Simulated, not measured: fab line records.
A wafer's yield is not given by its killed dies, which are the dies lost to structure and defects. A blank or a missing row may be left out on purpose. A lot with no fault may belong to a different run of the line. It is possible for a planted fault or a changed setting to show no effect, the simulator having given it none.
The tool behind it: which one?    flow sky130    route of 708 steps, sampled at 1 step: 12 lots, 36 wafers

## WHAT EACH GAUGE READ, for each wafer
SKY_CONTACT_CD_MEAS_14 targets a cd of 170 nm.
lot   measured      on         cd-nm (nm)
L075  day 31 06:28  cd-sem-01  170.2 170.6 170.9
L077  day 32 04:48  cd-sem-01  169.7 169.9 172.0
L079  day 33 12:26  cd-sem-01  170.8 172.2 169.4
L081  day 33 23:47  cd-sem-01  170.8 171.8 171.2
L083  day 34 17:47  cd-sem-02  167.5 167.3 167.3
L084  day 35 18:35  cd-sem-02  169.8 170.9 170.4
L086  day 36 06:06  cd-sem-01  165.7 166.7 166.1
L090  day 36 18:37  cd-sem-02  168.1 167.9 167.8
L091  day 36 22:13  cd-sem-02  169.0 170.3 168.9
L092  day 37 17:22  cd-sem-02  169.9 169.9 170.1
L095  day 38 04:06  cd-sem-01  169.2 168.5 167.6
L097  day 38 18:36  cd-sem-01  169.7 168.9 170.0

## EACH LOT AND THE TOOL THAT RAN IT (in order: tool; ch and the chambers of the sampled wafers; start)
The record shows no process step preceding these readings.

## THE ANSWER, worked out from the rows above alone
Rule: what is usual is taken from the lots themselves. Put in order of their means at a reading, lots are off if they are a third of the lots or fewer, leave a main group of 4 or more, and stand apart from it by a gap of 3 or more times the standard deviation of the main group's means; of several such gaps the widest counts. Not used: any main group whose means are identical at the precision the tables above print for the reading. Also off: a lot with no number at a reading for which 4 or more lots have one. Where the step has rows for the other lots, those lots are counted as sound.
No lot is off on any of the readings shown, so nothing can be concluded from this.

## WHAT THE SIMULATOR PUT IN
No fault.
